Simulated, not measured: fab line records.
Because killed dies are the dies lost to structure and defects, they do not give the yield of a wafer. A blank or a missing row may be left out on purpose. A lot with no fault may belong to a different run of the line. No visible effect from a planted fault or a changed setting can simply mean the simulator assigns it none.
Which tool did it?	flow sky130	Sampling: 24 lots, 72 wafers, 3 of 708 route steps

WHAT THE GAUGES READ, wafer by wafer
SKY_VIA3_THK_MEAS_23: measures by xrf.
lot	measured	on	VIA3_W_THK (nm)
L074	day 39 12:09	film metro-01	398 410 404
L075	day 39 21:03	film metro-04	386 386 387
L076	day 40 07:06	film metro-01	393 394 398
L077	day 40 15:27	film metro-01	388 396 391
L078	day 41 00:22	film metro-01	397 394 397
L079	day 41 12:26	film metro-04	395 394 390
L080	day 41 14:36	film metro-04	395 383 380
L081	day 42 02:24	film metro-02	410 403 395
L082	day 42 06:37	film metro-02	391 407 400
L083	day 42 11:57	film metro-01	399 398 396
L084	day 42 17:52	film metro-04	397 387 388
L085	day 43 03:43	film metro-01	394 394 394
L086	day 43 06:05	film metro-01	389 399 396
L087	day 43 14:12	film metro-01	400 402 401
L089	day 43 19:04	film metro-04	386 384 400
L088	day 43 21:27	film metro-02	402 390 405
L090	day 44 07:39	film metro-02	409 395 408
L091	day 44 17:59	film metro-02	400 403 411
L092	day 44 19:06	film metro-02	407 404 402
L093	day 45 04:35	film metro-02	400 400 401
L094	day 45 06:58	film metro-02	402 408 404
L095	day 45 15:17	film metro-04	383 396 392
L096	day 45 22:41	film metro-01	393 406 391
L097	day 46 01:55	film metro-04	391 387 396

SKY_CAP2M_OVL_MEAS_12.
lot	measured	on	CAP2M_OVL (nm)
L074	day 40 12:59	overlay-02	1.1 1.9 1.8
L075	day 40 21:35	overlay-01	1.4 0.5 1.3
L076	day 41 07:25	overlay-01	1.8 -2.0 -2.1
L077	day 41 15:24	overlay-02	1.7 0.8 2.3
L078	day 42 00:17	overlay-01	2.7 2.3 1.9
L079	day 42 12:12	overlay-02	1.7 3.3 0.4
L080	day 42 14:29	overlay-02	-2.2 -0.1 0.0
L081	day 43 02:11	overlay-01	4.0 1.2 0.6
L082	day 43 06:15	overlay-02	1.7 -0.6 0.0
L083	day 43 11:21	overlay-01	-1.7 0.1 -0.2
L084	day 43 17:10	overlay-01	1.5 0.1 4.3
L085	day 44 03:05	overlay-01	0.1 -1.2 0.4
L086	day 44 05:05	overlay-02	0.9 -1.0 -1.4
L087	day 44 12:43	overlay-02	-1.1 -0.2 0.4
L089	day 44 17:25	overlay-02	-0.9 0.0 2.1
L088	day 44 19:54	overlay-01	1.0 0.9 0.6
L090	day 45 05:57	overlay-01	-1.7 -1.3 -0.7
L091	day 45 15:51	overlay-01	-0.3 0.8 0.6
L092	day 45 16:55	overlay-01	1.5 2.2 1.7
L093	day 46 02:21	overlay-02	-1.2 -0.7 0.0
L094	day 46 04:48	overlay-02	1.6 1.9 2.4
L095	day 46 12:37	overlay-02	-1.7 -1.1 -2.3
L096	day 46 20:09	overlay-01	3.3 2.5 1.6
L097	day 46 22:47	overlay-02	-0.4 1.5 2.1

SKY_METAL4_CD_MEAS_13 targets a cd of 300 nm.
lot	measured	on	cd nm (nm)
L074	day 41 17:45	cd sem-01	301.4 300.6 300.8
L075	day 41 21:54	cd sem-02	299.9 298.3 298.0
L076	day 42 08:01	cd sem-01	298.7 297.6 298.1
L077	day 42 15:33	cd sem-01	301.8 301.2 301.9
L078	day 43 00:10	cd sem-01	298.6 300.0 299.7
L079	day 43 13:25	cd sem-02	299.1 300.0 299.7
L080	day 43 14:26	cd sem-02	301.8 302.1 302.4
L081	day 44 01:15	cd sem-02	297.8 297.8 299.1
L082	day 44 05:26	cd sem-02	299.8 300.0 298.9
L083	day 44 10:01	cd sem-02	300.1 299.3 300.2
L084	day 44 15:30	cd sem-01	298.6 298.5 297.8
L085	day 45 01:30	cd sem-01	299.9 300.5 300.6
L086	day 45 03:42	cd sem-02	300.7 299.6 300.4
L087	day 45 10:47	cd sem-02	299.3 299.3 298.8
L089	day 45 14:58	cd sem-02	302.7 302.2 302.4
L088	day 45 17:41	cd sem-02	300.3 299.8 300.7
L090	day 46 03:42	cd sem-02	298.0 299.0 298.6
L091	day 46 13:11	cd sem-02	300.9 299.7 299.7
L092	day 46 13:51	cd sem-02	299.3 301.2 299.2
L093	day 46 23:03	cd sem-02	301.8 301.9 303.2
L094	day 47 01:14	cd sem-02	298.1 298.5 299.2
L095	day 47 08:50	cd sem-02	299.6 300.6 299.1
L096	day 47 16:54	cd sem-02	301.0 300.9 300.8
L097	day 47 18:52	cd sem-01	300.6 299.2 299.1

EACH LOT AND THE TOOL THAT RAN IT (in order: tool; ch and the chambers of the sampled wafers; start)
Record: no process step prior to these readings.

AS READ BY THE TOOLS THEMSELVES (means over the sampled wafers that have a number; for cases with no such wafer, the mark the record gives instead)
The record holds no such reading with a usual standard deviation.

THE ANSWER, worked out from the rows above alone
Rule: the usual values come from the lots themselves. Put in order of their means at a reading, lots are off if they are a third of the lots or fewer, leave a main group of 4 or more, and stand apart from it by a gap of 3 or more times the standard deviation of the main group's means; of several such gaps the widest counts. Not used: any main group whose means are identical at the precision the tables above print for the reading. A lot without any number at a reading at which 4 lots or more have one is off too. Where the step has rows for the other lots, those lots are counted as sound. The gauges are gone through in route order, then the tools' own readings, and for those a lot's mean is taken as printed above. The first step at which some lot is off is used, and at that step the reading that is off furthest; a lot without a number counts as furthest.
No lot is off on any of the readings shown, so nothing can be concluded from this.

WHAT THE SIMULATOR PUT IN
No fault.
